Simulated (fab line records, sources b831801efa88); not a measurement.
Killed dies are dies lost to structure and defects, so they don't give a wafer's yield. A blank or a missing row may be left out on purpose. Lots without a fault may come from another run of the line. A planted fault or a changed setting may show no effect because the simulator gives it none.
Which tool did it? | flow sky130 | 10 lots, 30 wafers sampled, at 6 steps of a route of 708

WHAT THE GAUGES READ, wafer by wafer
SKY_POLY_GATE_THK_MEAS_21. Usual: POLY_GATE_OXIDATION_THK 4.00 nm, standard deviation 0.08.
lot  | measured     | on            | POLY_GATE_OXIDATION_THK (nm) | flag
L509 | day 16 07:53 | film_metro-02 | 4.01 4.00 4.06               |
L513 | day 17 23:29 | film_metro-02 | 3.95 3.98 3.99               |
L514 | day 18 16:50 | film_metro-02 | 3.95 3.87 4.03               |
L516 | day 19 03:44 | film_metro-02 | 3.97 3.97 3.98               |
L519 | day 20 15:20 | film_metro-04 | 4.05 4.03 4.00               |
L525 | day 22 05:17 | film_metro-03 | 3.91 3.99 3.95               |
L526 | day 22 15:36 | film_metro-02 | 3.98 4.00 4.02               |
L528 | day 23 15:07 | film_metro-04 | 4.10 4.02 4.13               |
L530 | day 24 01:18 | film_metro-04 | 3.91 3.95 3.93               |
L531 | day 24 06:55 | film_metro-02 | 4.00 3.99 3.97               |

SKY_POLY_GATE_CD_MEAS_22. Usual: cd_nm 151.6 nm, standard deviation 2.5.
lot  | measured     | on        | cd_nm (nm)        | flag
L509 | day 16 07:56 | cd_sem-02 | 149.6 157.5 146.4 |
L513 | day 17 23:35 | cd_sem-02 | 151.6 151.4 152.1 |
L514 | day 18 16:54 | cd_sem-02 | 152.6 152.6 153.1 |
L516 | day 19 03:48 | cd_sem-01 | 151.4 152.5 151.7 |
L519 | day 20 15:25 | cd_sem-02 | 147.3 148.3 150.2 |
L525 | day 22 05:21 | cd_sem-01 | 153.5 152.7 150.2 |
L526 | day 22 15:41 | cd_sem-01 | 152.4 150.2 150.1 |
L528 | day 23 15:18 | cd_sem-01 | 147.6 149.3 150.8 |
L530 | day 24 01:25 | cd_sem-01 | 152.8 153.5 149.2 |
L531 | day 24 06:59 | cd_sem-01 | 153.5 150.1 153.3 |

SKY_LOCAL_INTERCONNECT_RS_MEAS_01: measures by four-point-probe. Usual: LOCAL_INTERCONNECT_TIN_RS 14.10 ohm/sq, standard deviation 0.16.
lot  | measured     | on            | LOCAL_INTERCONNECT_TIN_RS (ohm/sq) | flag
L509 | day 29 01:19 | film_metro-02 | 14.07 14.25 14.17                  |
L513 | day 30 21:03 | film_metro-01 | 14.11 14.21 14.18                  |
L514 | day 31 06:08 | film_metro-02 | 14.25 14.44 14.26                  |
L516 | day 31 15:01 | film_metro-04 | 14.38 14.09 14.20                  |
L519 | day 32 23:41 | film_metro-01 | 13.99 14.31 14.20                  |
L525 | day 34 08:34 | film_metro-01 | 15.75 14.00 15.91                  | OFF
L526 | day 34 20:19 | film_metro-02 | 14.10 16.01 14.44                  | OFF
L528 | day 35 17:23 | film_metro-02 | 13.94 14.02 13.91                  |
L530 | day 36 01:11 | film_metro-02 | 14.00 14.02 14.12                  |
L531 | day 36 05:07 | film_metro-01 | 14.33 14.07 14.28                  |

SKY_LOCAL_INTERCONNECT_THK_MEAS_02: measures by xrf. Usual: LOCAL_INTERCONNECT_TIN_THK 98.9 nm, standard deviation 1.1.
lot  | measured     | on            | LOCAL_INTERCONNECT_TIN_THK (nm) | flag
L509 | day 29 01:26 | film_metro-02 | 99.7 98.8 99.1                  |
L513 | day 30 21:09 | film_metro-01 | 98.6 98.2 98.7                  |
L514 | day 31 06:16 | film_metro-02 | 98.1 97.1 98.2                  |
L516 | day 31 15:08 | film_metro-04 | 97.0 98.7 98.5                  |
L519 | day 32 23:47 | film_metro-01 | 99.7 97.4 97.9                  |
L525 | day 34 08:41 | film_metro-01 | 89.5 99.4 87.8                  | OFF
L526 | day 34 20:25 | film_metro-02 | 98.6 87.4 96.3                  | OFF
L528 | day 35 17:29 | film_metro-02 | 99.5 99.0 99.3                  |
L530 | day 36 01:17 | film_metro-02 | 99.1 99.1 98.5                  |
L531 | day 36 05:14 | film_metro-01 | 97.3 99.7 98.0                  |

WHICH TOOL RAN EACH LOT (tool, then ch and the chambers of the sampled wafers, then the start)
lot  | SKY_POLY_CUT_STRIP_12                | SKY_LOCAL_INTERCONNECT_SPUTTER_00
L509 | plasma_asher-02 ch 0,1, day 24 01:44 | pvd_sputter-03, day 29 01:15
L513 | plasma_asher-02 ch 0,1, day 25 23:25 | pvd_sputter-03, day 30 20:57
L514 | plasma_asher-02 ch 0,1, day 26 09:46 | pvd_sputter-02, day 31 06:04
L516 | plasma_asher-04 ch 0,1, day 26 19:41 | pvd_sputter-02, day 31 14:57
L519 | plasma_asher-03 ch 0,1, day 28 05:17 | pvd_sputter-02, day 32 23:36
L525 | plasma_asher-04 ch 0,1, day 29 17:26 | pvd_sputter-02, day 34 08:30
L526 | plasma_asher-03 ch 0, day 30 03:02   | pvd_sputter-02, day 34 20:13
L528 | plasma_asher-03 ch 0,1, day 31 01:59 | pvd_sputter-01, day 35 17:18
L530 | plasma_asher-02 ch 0,1, day 31 10:13 | pvd_sputter-03, day 36 01:04
L531 | plasma_asher-04 ch 0,1, day 31 15:31 | pvd_sputter-03, day 36 05:04
- SKY_POLY_CUT_STRIP_12: strips in O2/N2.
- SKY_LOCAL_INTERCONNECT_SPUTTER_00: material TiN, target thk 100 nm, time 83.3 s.

WHAT THE TOOLS THEMSELVES READ (means of the sampled wafers that have a number; where no wafer has one, the mark that the record gives instead)
SKY_POLY_CUT_STRIP_12. Usual: chamber_pressure_mTorr 1499.9 mTorr, standard deviation 1.5; drypump_motor_current_A 6.0 A, standard deviation 0.42; oes_product_au 0.453 a.u., standard deviation 0.0049; strip_time_to_endpoint_s 5.359 s, standard deviation 0.014.
lot  | tool            | chamber_pressure_mTorr (mTorr) | drypump_motor_current_A (A) | oes_product_au (a.u.) | strip_time_to_endpoint_s (s) | flag
L509 | plasma_asher-02 | 1500.0                         | 6.3                         | 0.451                 | 5.356                        |
L513 | plasma_asher-02 | 1500.1                         | 6.3                         | 0.450                 | 5.351                        |
L514 | plasma_asher-02 | 1500.1                         | 6.3                         | 0.451                 | 5.369                        |
L516 | plasma_asher-04 | 1499.4                         | 5.8                         | 0.454                 | 5.347                        |
L519 | plasma_asher-03 | 1499.6                         | 5.7                         | 0.450                 | 5.365                        |
L525 | plasma_asher-04 | 1500.1                         | 5.9                         | 0.452                 | 5.357                        |
L526 | plasma_asher-03 | 1497.7                         | 5.4                         | 0.452                 | 5.355                        |
L528 | plasma_asher-03 | 1499.3                         | 5.7                         | 0.449                 | 5.358                        |
L530 | plasma_asher-02 | 1498.7                         | 6.0                         | 0.454                 | 5.357                        |
L531 | plasma_asher-04 | 1499.6                         | 5.9                         | 0.457                 | 5.359                        |

SKY_LOCAL_INTERCONNECT_SPUTTER_00. Usual: throttle_valve_pct 30.2 %, standard deviation 0.52.
lot  | tool           | throttle_valve_pct (%) | flag
L509 | pvd_sputter-03 | 30.5                   |
L513 | pvd_sputter-03 | 29.7                   |
L514 | pvd_sputter-02 | 30.2                   |
L516 | pvd_sputter-02 | 29.9                   |
L519 | pvd_sputter-02 | 30.0                   |
L525 | pvd_sputter-02 | 30.0                   |
L526 | pvd_sputter-02 | 29.8                   |
L528 | pvd_sputter-01 | 29.9                   |
L530 | pvd_sputter-03 | 29.9                   |
L531 | pvd_sputter-03 | 29.8                   |

THE ANSWER, worked out from the rows above alone
Rule: a lot is off if the mean of its wafers that have a number lies more than 3 standard deviations from the usual mean. A lot without any number at a reading at which 4 lots or more have one is off too. The other lots that the step has rows for count as sound. The gauges are gone through in route order, then the tools' own readings, and for those a lot's mean is taken as printed above. The first step at which some lot is off is used, and at that step the reading that is off furthest; a lot without a number counts as furthest.
Off: L525, L526, at SKY_LOCAL_INTERCONNECT_RS_MEAS_01 (LOCAL_INTERCONNECT_TIN_RS).
A tool fits if, at a process step before that reading, it ran every lot that is off, and no sound lot after the first of them. The gauges at SKY_LOCAL_INTERCONNECT_RS_MEAS_01 are tried like those tools. One fits: pvd_sputter-02 at SKY_LOCAL_INTERCONNECT_SPUTTER_00. Its last sound lot is L519 (day 32 23:36), its first lot that is off L525 (day 34 08:30): a fault that began between those two fits.

WHAT THE SIMULATOR HAD PUT IN
Process parameter drift: pvd_sputter-02, from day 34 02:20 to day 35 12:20, at SKY_LOCAL_INTERCONNECT_SPUTTER_00. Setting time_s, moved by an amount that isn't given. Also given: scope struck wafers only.
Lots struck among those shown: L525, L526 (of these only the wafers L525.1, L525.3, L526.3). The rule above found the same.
